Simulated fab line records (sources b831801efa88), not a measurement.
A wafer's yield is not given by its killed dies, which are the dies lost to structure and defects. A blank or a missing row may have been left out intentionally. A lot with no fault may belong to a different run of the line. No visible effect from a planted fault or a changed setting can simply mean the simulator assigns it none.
Which tool is to blame? | flow sky130 | 12 lots, 36 wafers sampled, at 5 steps of a route of 708

WHAT EACH GAUGE READ, for each wafer
SKY_METAL2_CD_MEAS_15 targets a cd of 140 nm. Usual: cd-nm at 140.2 nm, with a standard deviation of 1.6.
lot  | measured     | on        | cd-nm (nm)        | flag
L485 | day 35 05:04 | cd-sem-02 | 141.3 139.6 141.7 |
L487 | day 36 08:18 | cd-sem-01 | 142.0 140.2 142.4 |
L489 | day 36 15:52 | cd-sem-02 | 142.7 142.6 142.0 |
L492 | day 37 15:33 | cd-sem-01 | 142.3 141.9 141.7 |
L493 | day 37 21:10 | cd-sem-02 | 141.6 139.4 139.9 |
L495 | day 38 16:41 | cd-sem-02 | 142.6 139.0 141.4 |
L500 | day 40 18:04 | cd-sem-02 | 137.4 138.9 136.8 |
L504 | day 41 00:31 | cd-sem-02 | 138.9 139.9 138.6 |
L505 | day 41 05:04 | cd-sem-02 | 140.7 140.0 140.9 |
L507 | day 41 20:17 | cd-sem-02 | 137.7 140.0 137.5 |
L506 | day 41 20:55 | cd-sem-01 | 141.7 139.9 140.4 |
L508 | day 42 01:37 | cd-sem-02 | 143.4 143.9 143.1 |

SKY_VIA2_OVL_MEAS_13. Usual: for VIA2_OVL the level is -4 nm and the standard deviation is 5.1.
lot  | measured     | on         | VIA2_OVL (nm) | flag
L485 | day 36 10:31 | overlay-01 | -8 -5 -3      |
L487 | day 37 11:35 | overlay-01 | 1 4 -9        |
L489 | day 37 20:13 | overlay-01 | -3 -1 -5      |
L492 | day 38 18:47 | overlay-02 | 5 1 -5        |
L493 | day 39 00:32 | overlay-01 | -3 -13 -10    |
L495 | day 39 18:41 | overlay-02 | -1 0 -2       |
L500 | day 41 20:01 | overlay-02 | -6 -3 -8      |
L504 | day 42 01:50 | overlay-02 | -4 -4 -9      |
L505 | day 42 06:26 | overlay-01 | -9 -12 -12    |
L507 | day 42 21:23 | overlay-01 | 10 1 4        |
L506 | day 42 21:29 | overlay-02 | 2 -6 -4       |
L508 | day 43 02:25 | overlay-01 | -1 6 -1       |

SKY_CAPM_THK_MEAS_01. Usual: for CAPM_CVD_00_THK the level is 15.53 nm and the standard deviation is 0.29.
lot  | measured     | on            | CAPM_CVD_00_THK (nm) | flag
L485 | day 36 12:28 | film-metro-04 | 15.47 15.15 15.79    |
L487 | day 37 13:12 | film-metro-04 | 15.03 15.12 15.45    |
L489 | day 37 21:50 | film-metro-01 | 15.75 15.76 15.77    |
L492 | day 38 20:28 | film-metro-04 | 15.63 15.85 15.74    |
L493 | day 39 04:37 | film-metro-01 | 15.91 21.85 21.61    | OFF
L495 | day 39 20:18 | film-metro-04 | 21.59 15.81 15.98    | OFF
L500 | day 41 21:38 | film-metro-03 | 15.41 15.23 15.61    |
L504 | day 42 03:35 | film-metro-03 | 15.39 15.63 15.51    |
L505 | day 42 08:04 | film-metro-01 | 15.06 15.17 15.18    |
L507 | day 42 23:13 | film-metro-01 | 15.46 15.65 15.27    |
L506 | day 42 23:30 | film-metro-01 | 15.20 15.56 15.75    |
L508 | day 43 04:02 | film-metro-03 | 15.41 15.55 15.71    |

SKY_CAPM_RS_MEAS_03: the measuring method here is four-point-probe. Usual: for CAPM_TIN_RS the level is 6.90 ohm/sq and the standard deviation is 0.1.
lot  | measured     | on            | CAPM_TIN_RS (ohm/sq) | flag
L485 | day 36 12:38 | film-metro-04 | 6.90 6.91 6.91       |
L487 | day 37 13:22 | film-metro-03 | 6.82 7.02 6.85       |
L489 | day 37 22:01 | film-metro-04 | 6.91 6.90 6.78       |
L492 | day 38 20:39 | film-metro-03 | 6.89 6.89 7.12       |
L493 | day 39 04:47 | film-metro-03 | 6.84 7.02 6.89       |
L495 | day 39 20:29 | film-metro-03 | 6.85 6.83 6.80       |
L500 | day 41 21:48 | film-metro-03 | 6.82 6.79 6.79       |
L504 | day 42 03:46 | film-metro-01 | 6.89 6.76 6.92       |
L505 | day 42 08:14 | film-metro-04 | 6.75 6.84 6.80       |
L507 | day 42 23:25 | film-metro-04 | 6.79 6.74 6.76       |
L506 | day 42 23:40 | film-metro-01 | 6.90 6.96 6.79       |
L508 | day 43 04:12 | film-metro-01 | 6.90 6.94 6.97       |

WHICH TOOL RAN EACH LOT (tool, then ch and the chambers of the sampled wafers, then the start)
lot  | SKY_CAPM_CVD_00
L485 | pecvd-04 ch 0,2, day 36 12:27
L487 | pecvd-01 ch 0,1,2, day 37 13:10
L489 | pecvd-03 ch 0,1,2, day 37 21:49
L492 | pecvd-01 ch 0,1,2, day 38 20:25
L493 | pecvd-03 ch 0,1,2, day 39 04:35
L495 | pecvd-03 ch 0,1,2, day 39 20:16
L500 | pecvd-04 ch 0,1, day 41 21:37
L504 | pecvd-01 ch 0,1, day 42 03:32
L505 | pecvd-01 ch 1, day 42 08:00
L507 | pecvd-03 ch 1, day 42 23:10
L506 | pecvd-04 ch 0,1,2, day 42 23:28
L508 | pecvd-03 ch 0,1, day 43 04:00
- SKY_CAPM_CVD_00: deposits SiO2, target thk 15.5 nm.

AS READ BY THE TOOLS THEMSELVES (means over the sampled wafers that have a number; for cases with no such wafer, the mark the record gives instead)
SKY_CAPM_CVD_00. Usual: heater-power-w at 683 W, with a standard deviation of 110.
lot  | tool     | heater-power-w (W) | flag
L485 | pecvd-04 | 841                |
L487 | pecvd-01 | 567                |
L489 | pecvd-03 | 597                |
L492 | pecvd-01 | 651                |
L493 | pecvd-03 | 613                |
L495 | pecvd-03 | 626                |
L500 | pecvd-04 | 816                |
L504 | pecvd-01 | 583                |
L505 | pecvd-01 | 490                |
L507 | pecvd-03 | 629                |
L506 | pecvd-04 | 791                |
L508 | pecvd-03 | 602                |

THE ANSWER, worked out from the rows above alone
Rule: a lot counts as off when the mean over its wafers that have a number is more than 3 standard deviations away from the usual mean. Also off: a lot with no number at a reading for which 4 or more lots have one. Where the step has rows for the other lots, those lots are counted as sound. Order of review: gauges by route order, followed by the tools' own readings, for which a lot's mean as printed above is used. The first step at which some lot is off is used, and at that step the reading that is off furthest; a lot without a number counts as furthest.
Off: L493, L495, seen at SKY_CAPM_THK_MEAS_01 (CAPM_CVD_00_THK).
If a tool, at a process step before that reading, ran all the lots that are off and no sound lot after the first of them, it fits. Gauges at SKY_CAPM_THK_MEAS_01: tried the same way as those tools. No candidate that was tried fits.

WHAT WAS PUT IN BY THE SIMULATOR
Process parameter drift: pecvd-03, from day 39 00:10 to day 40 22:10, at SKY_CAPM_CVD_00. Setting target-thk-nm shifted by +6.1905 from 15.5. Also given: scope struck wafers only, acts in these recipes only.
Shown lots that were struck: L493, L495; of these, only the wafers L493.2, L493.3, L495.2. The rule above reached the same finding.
